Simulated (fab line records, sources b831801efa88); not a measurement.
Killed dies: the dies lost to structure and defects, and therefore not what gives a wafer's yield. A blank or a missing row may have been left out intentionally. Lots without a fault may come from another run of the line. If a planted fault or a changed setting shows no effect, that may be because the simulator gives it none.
Problem report in the 8D (eight disciplines) form, filled by code / flow sky130 / the parts of the form that need people (team, actions taken, sign-off) are left out

## 1. WHAT IS WRONG
POLY_GATE_CVD_00_THK at SKY_POLY_GATE_THK_MEAS_01 reads a mean of 159.1 nm on 6 wafers of 2 lots; wafers without a fault read 179.1 nm with a standard deviation of 1.8. That puts it -11 standard deviations away from the usual mean.
First seen on wafer L819.3, day 16 12:10, on filmMetro-01. Wafers with a number at this step in the record: 30, from 10 lots. The rule behind "out" and "out of limits": a value lying over 4 standard deviations away from the usual mean. Any other wafer with a number is counted as sound.

## 2. WHAT THIS IS AND IS NOT
question=which readings at this step | is=POLY_GATE_CVD_00_THK | is not=-
question=which lots | is=L819, L820 | is not=L815, L818, L829, L831, L832, L833, L834, L835
question=which wafers of those lots | is=all that have a number | is not=-
question=read on which gauges | is=filmMetro-01, filmMetro-04 | is not=filmMetro-02
question=when | is=from day 16 12:10 | is not=up to then (6 sound wafers); but 18 sound wafers of L829, L831, L832, L833, L834, L835 came after

## 3. SUSPECTS, AND WHAT RULES EACH OUT
Counting: a tool at any process step up to the reading remains a suspect when it ran all the lots that are out and ran no sound lot after the first of those.
- the gauge at SKY_POLY_GATE_THK_MEAS_01: ruled out. 2 gauges (filmMetro-01, filmMetro-04) read the wafers that are out.
- lpcvd-01 at SKY_POLY_GATE_CVD_00 (deposits poly-Si, target thk 180 nm, time 720 s): ruled out as a lasting fault. Following L819 (day 16 10:57), the first lot on it that is out, the sound lots L829, L831, L832, L833, L834, L835 were run on it.
Left after counting: nothing in the record.

## 4. THE CAUSE (what the simulator had put in)
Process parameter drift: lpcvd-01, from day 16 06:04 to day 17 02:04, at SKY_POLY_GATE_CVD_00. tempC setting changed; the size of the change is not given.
The count ruled it out by mistake, since the rule takes a fault to strike every lot its tool runs from the start of the fault on, and this one did not do so.

## 5. SEQUENCE OF EFFECTS, ordered by route
Each row: a reading whose mean over the struck wafers that have a number lies more than 3 standard deviations from the usual. Only readings for which the record gives a usual standard deviation are gone through. hours: the time from each lot's start at the first step in this table that gives one to its start at this step, as a median over the lots. sigmas: the change in usual standard deviations.
hours=0; step=SKY_POLY_GATE_CVD_00; reading=spikeTcCentreC; usual=621.9 C; on struck wafers=616.8; change=-5.1; sigmas=-5.1
hours=0; step=SKY_POLY_GATE_CVD_00; reading=spikeTcLowerC; usual=620.3 C; on struck wafers=615.1; change=-5.2; sigmas=-5.2
hours=0; step=SKY_POLY_GATE_CVD_00; reading=spikeTcUpperC; usual=618.0 C; on struck wafers=613.5; change=-4.5; sigmas=-3.0
hours=0; step=SKY_POLY_GATE_CVD_00; reading=susceptorTempC; usual=620.0 C; on struck wafers=614.9; change=-5.1; sigmas=-17
hours=1; step=SKY_POLY_GATE_THK_MEAS_01; reading=POLY_GATE_CVD_00_THK; usual=179.1 nm; on struck wafers=159.1; change=-20.0; sigmas=-11
hours=62; step=SKY_POLY_GATE_ETCH_17; reading=oesProductAu; usual=0.983 a.u.; on struck wafers=0.910; change=-0.073; sigmas=-8.8
Process steps it contains:
- SKY_POLY_GATE_CVD_00: deposits poly-Si, target thk 180 nm, time 720 s.
- SKY_POLY_GATE_ETCH_17: etches poly-Si in HBr/Cl2, stops on SiO2, target depth 180 nm, time 70.5 s.
Later measuring or inspecting steps at which every struck wafer that the step has a row for has a number for every such reading, and none has moved that far: SKY_VIA1_OVL_MEAS_13.

## 6. WHAT WOULD HAVE CAUGHT IT SOONER
The first out-of-limits reading at a measuring or inspecting step in this record came at day 16 12:10, 6 hours after the fault's start at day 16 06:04.
The tool's own readings at SKY_POLY_GATE_CVD_00 were out on every struck wafer that the step has a row for (spikeTcLowerC, susceptorTempC): an alarm limit on them would have fired on the first of those.
